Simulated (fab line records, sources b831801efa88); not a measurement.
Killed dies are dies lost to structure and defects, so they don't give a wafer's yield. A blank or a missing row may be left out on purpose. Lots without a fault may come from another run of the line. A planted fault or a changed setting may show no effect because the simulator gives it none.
Tool commonality check | flow sky130 | 11 lots, 39 wafers sampled

WHY IT WAS OPENED
At SKY_SD_N_RS_MEAS_16 the reading SD_N_RS is flagged on 2 of 11 lots. Wafers without a fault read 67.92 ohm/sq, standard deviation 0.12.
Rule: a lot is flagged when every wafer of it that has a number lies more than 4 standard deviations from that mean, or none has a number. The other lots count as sound.

lot  | measured     | on            | SD_N_RS (ohm/sq), wafer by wafer    | flag
L457 | day 27 21:15 | film_metro-04 | 67.92 67.71 67.89                   |
L458 | day 27 23:19 | film_metro-03 | 67.99 68.01 67.92                   |
L464 | day 30 13:14 | film_metro-02 | 67.86 67.85 67.72                   |
L465 | day 30 16:22 | film_metro-03 | 70.63 70.56 70.48 70.71 70.50 70.61 | FLAGGED
L468 | day 31 16:32 | film_metro-03 | 70.83 70.68 70.66 70.74 70.59 70.78 | FLAGGED
L472 | day 33 12:10 | film_metro-03 | 67.88 68.06 68.10                   |
L476 | day 34 04:51 | film_metro-03 | 68.11 68.12 67.96                   |
L477 | day 34 12:26 | film_metro-02 | 67.84 67.95 67.86                   |
L478 | day 34 21:11 | film_metro-04 | 67.93 67.92 67.91                   |
L479 | day 36 02:23 | film_metro-04 | 67.95 67.85 67.87                   |
L480 | day 36 02:50 | film_metro-03 | 67.84 67.91 67.90                   |
The numbers of the flagged lots are 70.65 ohm/sq on average: +2.73 ohm/sq against the usual, or +23 standard deviations.

WHICH TOOL RAN EACH LOT
The record holds 1 process step before the reading, out of a route of 708 steps. In each cell: the tool, then ch and the chambers that the sampled wafers went through, then the start.
lot  | flag    | SKY_SD_N_RTA_14
L457 |         | rtp_anneal-02 ch 0, day 27 21:05
L458 |         | rtp_anneal-01 ch 0, day 27 23:06
L464 |         | rtp_anneal-01 ch 0, day 30 13:02
L465 | FLAGGED | rtp_anneal-02 ch 0, day 30 16:10
L468 | FLAGGED | rtp_anneal-02 ch 0, day 31 16:22
L472 |         | rtp_anneal-01 ch 0, day 33 11:59
L476 |         | rtp_anneal-01 ch 0, day 34 04:40
L477 |         | rtp_anneal-02 ch 0, day 34 12:16
L478 |         | rtp_anneal-01 ch 0, day 34 21:00
L479 |         | rtp_anneal-02 ch 0, day 36 02:13
L480 |         | rtp_anneal-02 ch 0, day 36 02:39
What these steps do:
- SKY_SD_N_RTA_14: time 2 s.
- SKY_SD_N_RS_MEAS_16: measures by four-point-probe.

FLAGGED OVER TOTAL, TOOL BY TOOL (the gauges that took the reading come last)
step                | tool          | lots run | flagged | share of the flagged lots | sound lots run after its first flagged lot
SKY_SD_N_RTA_14     | rtp_anneal-01 | 5        | 0       | none                      | -
SKY_SD_N_RTA_14     | rtp_anneal-02 | 6        | 2       | all                       | 3 (L477,L479,L480)
SKY_SD_N_RS_MEAS_16 | film_metro-02 | 2        | 0       | none                      | -
SKY_SD_N_RS_MEAS_16 | film_metro-03 | 6        | 2       | all                       | 3 (L472,L476,L480)
SKY_SD_N_RS_MEAS_16 | film_metro-04 | 3        | 0       | none                      | -

WHAT THE TABLE ALLOWS
2 rows of the table ran every flagged lot: rtp_anneal-02 at SKY_SD_N_RTA_14, film_metro-03 at SKY_SD_N_RS_MEAS_16.
- rtp_anneal-02 at SKY_SD_N_RTA_14: 2 of its 6 lots flagged. Sound lots ran on it after the first flagged one (L477, L479, L480), which a lasting fault on the whole tool wouldn't allow.
- film_metro-03 at SKY_SD_N_RS_MEAS_16: 2 of its 6 lots flagged. Sound lots ran on it after the first flagged one (L472, L476, L480), which a lasting fault on the whole tool wouldn't allow.
No row of the table ran every flagged lot and no sound lot after the first.

WHAT THE SIMULATOR HAD PUT IN
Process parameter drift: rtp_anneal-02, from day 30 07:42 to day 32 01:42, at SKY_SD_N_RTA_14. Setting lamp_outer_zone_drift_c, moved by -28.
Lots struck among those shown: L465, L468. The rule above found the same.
